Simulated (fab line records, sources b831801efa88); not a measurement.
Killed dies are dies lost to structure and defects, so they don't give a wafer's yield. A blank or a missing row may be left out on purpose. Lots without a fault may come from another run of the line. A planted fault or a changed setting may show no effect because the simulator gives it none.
fab line records | flow sky130
record lots=5 wafers=15 last_day=48
route steps=708 shown FIELD_ISO@28 NWELL@32 DNWELL@35
lots that met no fault: from a run of the same line without faults
start_h: hours from the record's first day to the start of the lot's first wafer shown | wait_h: hours since the lot's step before | " the same as in the row above | L1.1+2: a row that stands for several wafers | - no value, or no start given | * or withheld: withheld | < > ~ a bound
route shown NAME@n: a module of which the file shows steps, and the number in the route of the first | usual: mean/standard deviation of fault-free wafers | same: alike in all rows | chamber/n: place in a boat | sites: the reading at each site | _std_site: their standard deviation | _edge_site: outer sites' mean less inner sites' | radius_mm: how far each site lies from the wafer's centre | mask NAME#n: copy n | behind: the tool/chamber that last shaped the wafer | hold: why the lot was held/for how many hours/how that ended | device: the transistor (n, p or np) that didn't switch | end of line: the same wafers' tests at the end of the route | a step without rows: its recipe alone | killed: dies lost to structure and defects at the first sort, not the wafer's yield | map: a wafer's dies, x killed, . not, _ none there
set.NAME: the setting as run; set.NAME@STEP: as run at that earlier step | model.NAME: the simulator's own value behind a step, which no gauge read
lots at some steps of the route; a table a step, a row a wafer
services: from which hour (start_h, from the record's first day; less than 0 if before it) a tool's chamber was out of use, for how many hours, and why
## steps
# step SKY_FIELD_ISO_CMP_27
# recipe stop_on=Si3N4 t_overpolish_s=16 down_force_psi=4 platen_rpm=60 target_thk_nm=457.8 pad_velocity_m_s=0.94248
# usual motor_current_A=11.5/0.8 overpolish_run_s=15.999/0.0089 time_to_endpoint_s=111/3.4
# columns lot.wafer tool chamber start_h wait_h motor_current_A overpolish_run_s time_to_endpoint_s
L074.4 cmp-02 1 34.63 0.0 12.4 15.997 116
L074.1 " 2 " " 11.8 15.992 117
L074.5 " 1 " " 11.9 16.002 112
L079.4 cmp-01 2 59.55 0.1 13.0 15.996 108
L079.1 " 3 " " 11.5 16.001 108
L079.5 " 0 " " 10.4 15.989 110
L086.4 cmp-02 3 94.50 0.0 10.8 16.016 111
L086.2 " 0 " " 10.4 15.983 113
L086.1 " 1 " " 12.6 15.999 108
L087.3 cmp-02 1 102.08 0.1 12.5 16.008 107
L087.2 " 2 " " 11.7 16.005 110
L087.5 " 1 " " 12.5 15.998 108
L090.3 cmp-01 1 117.48 0.0 11.2 15.977 110
L090.6 " 1 " " 10.9 16.003 110
L090.5 " 2 " " 12.6 16.002 109
# step SKY_FIELD_ISO_WET_ETCH_28
# recipe chemistry=dHF target_depth_nm=23.7 target=SiO2 dilution=10:1 temp_c=25 time_s=47
# same time_s=47
# columns lot.wafer tool chamber start_h wait_h
L074.1+4+5 wet_bench-04 3 34.93 0.2
L079.1+4+5 wet_bench-01 3 59.75 0.1
L086.1+2+4 wet_bench-01 3 94.80 0.1
L087.2+3+5 wet_bench-04 1 102.33 0.1
L090.3+5+6 wet_bench-02 1 117.78 0.2
# step SKY_FIELD_ISO_WET_ETCH_29
# recipe chemistry=H3PO4 target_depth_nm=160 target=Si3N4 temp_c=160 time_s=1825
# usual bath_guard_temp_C=160.1/0.43
# same time_s=1825
# columns lot.wafer tool chamber start_h wait_h bath_guard_temp_C
L074.1 wet_bench-01 1 34.95 0.0 159.8
L074.4 " 1 " " 159.2
L074.5 " 1 " " 159.4
L079.1 wet_bench-02 0 59.77 0.0 159.8
L079.4 " 0 " " 159.6
L079.5 " 0 " " 159.8
L086.1 wet_bench-04 2 94.82 0.0 160.3
L086.2 " 2 " " 160.2
L086.4 " 2 " " 160.2
L087.2 wet_bench-01 2 102.36 0.0 160.6
L087.3 " 2 " " 160.5
L087.5 " 2 " " 160.4
L090.3 wet_bench-04 3 117.80 0.0 159.8
L090.5 " 3 " " 159.8
L090.6 " 3 " " 159.9
# step SKY_FIELD_ISO_WET_ETCH_30
# recipe chemistry=dHF target_depth_nm=25 target=SiO2 dilution=10:1 temp_c=25 time_s=50
# same time_s=50
# columns lot.wafer tool chamber start_h wait_h
L074.1+4+5 wet_bench-02 1 35.46 0.0
L079.1+4+5 wet_bench-01 2 60.29 0.0
L086.1+2+4 wet_bench-01 3 95.38 0.0
L087.2+3+5 wet_bench-04 1 102.87 0.0
L090.3+5+6 wet_bench-01 3 118.36 0.0
# step SKY_NWELL_CLEAN_00
# recipe chemistry=SC1/SC2 mix=1:4:20 temp_c=70 time_s=150 dry=n2_spin
# usual bath_guard_temp_C=70.0/0.42
# same time_s=150
# columns lot.wafer tool chamber start_h wait_h bath_guard_temp_C
L074.1 wet_bench-04 2 35.49 0.0 70.1
L074.4 " 2 " " 69.7
L074.5 " 2 " " 70.0
L079.1 wet_bench-02 1 60.31 0.0 70.2
L079.4 " 1 " " 70.3
L079.5 " 1 " " 70.0
L086.1 wet_bench-02 2 95.40 0.0 69.5
L086.2 " 2 " " 69.8
L086.4 " 2 " " 69.9
L087.2 wet_bench-01 2 102.90 0.0 70.5
L087.3 " 2 " " 70.4
L087.5 " 2 " " 70.0
L090.3 wet_bench-02 1 118.39 0.0 69.9
L090.5 " 1 " " 70.2
L090.6 " 1 " " 70.6
# step SKY_NWELL_OXIDATION_01
# recipe temp_c=900 ambient=O2 stabilise_s=600 purge_s=300 target_thk_a=100 ox_time_s=1418
# same purge_s=300
# columns lot.wafer tool chamber start_h wait_h
L074.1+4+5 furnace-02 0 36.16 0.6
L079.1+4+5 furnace-02 0 60.36 0.0
L086.1+2+4 furnace-01 0 95.46 0.0
L087.2+3+5 furnace-01 0 102.95 0.0
L090.3+5+6 furnace-01 0 118.44 0.0
# step SKY_NWELL_THK_MEAS_02
# recipe reads=SiO2_of_NWELL_OXIDATION_01
# usual NWELL_OXIDATION_THK=9.93/0.17
# columns lot.wafer tool chamber start_h wait_h NWELL_OXIDATION_THK[nm]
L074.1 film_metro-04 - 37.55 0.0 9.97
L074.4 " - " " 10.01
L074.5 " - " " 10.08
L079.1 film_metro-04 - 61.76 0.0 9.86
L079.4 " - " " 9.75
L079.5 " - " " 9.86
L086.1 film_metro-03 - 96.85 0.0 10.00
L086.2 " - " " 10.09
L086.4 " - " " 10.34
L087.2 film_metro-01 - 104.35 0.0 10.19
L087.3 " - " " 10.23
L087.5 " - " " 10.14
L090.3 film_metro-04 - 119.85 0.0 10.06
L090.5 " - " " 10.11
L090.6 " - " " 10.01
# step SKY_DNWELL_DEHYDRATE_00
# recipe temp_c=200 time_s=60
# same time_s=60
# columns lot.wafer tool chamber start_h wait_h
L074.1+4+5 litho_track-01 0 43.88 6.3
L079.1+4+5 litho_track-01 0 69.93 8.2
L086.1+2+4 litho_track-04 0 105.29 8.4
L087.2+3+5 litho_track-04 0 112.21 7.9
L090.3+5+6 litho_track-04 0 128.49 8.6
# step SKY_DNWELL_HMDS_01
# recipe prime_time_s=60 prime_temp_c=120
# columns lot.wafer tool chamber start_h wait_h
L074.1+4+5 litho_track-01 0 44.03 0.1
L079.1+4+5 litho_track-01 0 70.08 0.1
L086.1+2+4 litho_track-04 0 105.44 0.1
L087.2+3+5 litho_track-04 0 112.36 0.1
L090.3+5+6 litho_track-04 0 128.64 0.1
# step SKY_DNWELL_COAT_02
# recipe spin_rpm=2000 resist_thk_nm=3000
# columns lot.wafer tool chamber start_h wait_h
L074.1+4+5 litho_track-01 0 44.18 0.1
L079.1+4+5 litho_track-01 0 70.23 0.1
L086.1+2+4 litho_track-04 0 105.59 0.1
L087.2+3+5 litho_track-04 0 112.51 0.1
L090.3+5+6 litho_track-04 0 128.79 0.1
# step SKY_DNWELL_SOFTBAKE_03
# recipe temp_c=110 time_s=withheld
# columns lot.wafer tool chamber start_h wait_h
L074.1+4+5 litho_track-01 0 44.33 0.1
L079.1+4+5 litho_track-01 0 70.38 0.1
L086.1+2+4 litho_track-04 0 105.74 0.1
L087.2+3+5 litho_track-04 0 112.67 0.1
L090.3+5+6 litho_track-04 0 128.96 0.1
## services
# columns tool chamber start_h hours kind
wet_bench-01 - 19.23 2.2 repair
cmp-01 - 21.26 1.2 repair
wet_bench-04 - 58.07 1.7 repair
cmp-02 - 64.15 4.0 pm
cmp-02 - 68.15 - consumable_replace:conditioner
cmp-02 - 68.15 - consumable_replace:pad
cmp-02 - 82.99 0.7 repair
wet_bench-04 - 83.12 2.1 repair
cmp-01 - 100.21 3.7 repair
furnace-01 - 125.59 6.4 pm
## key
fault none
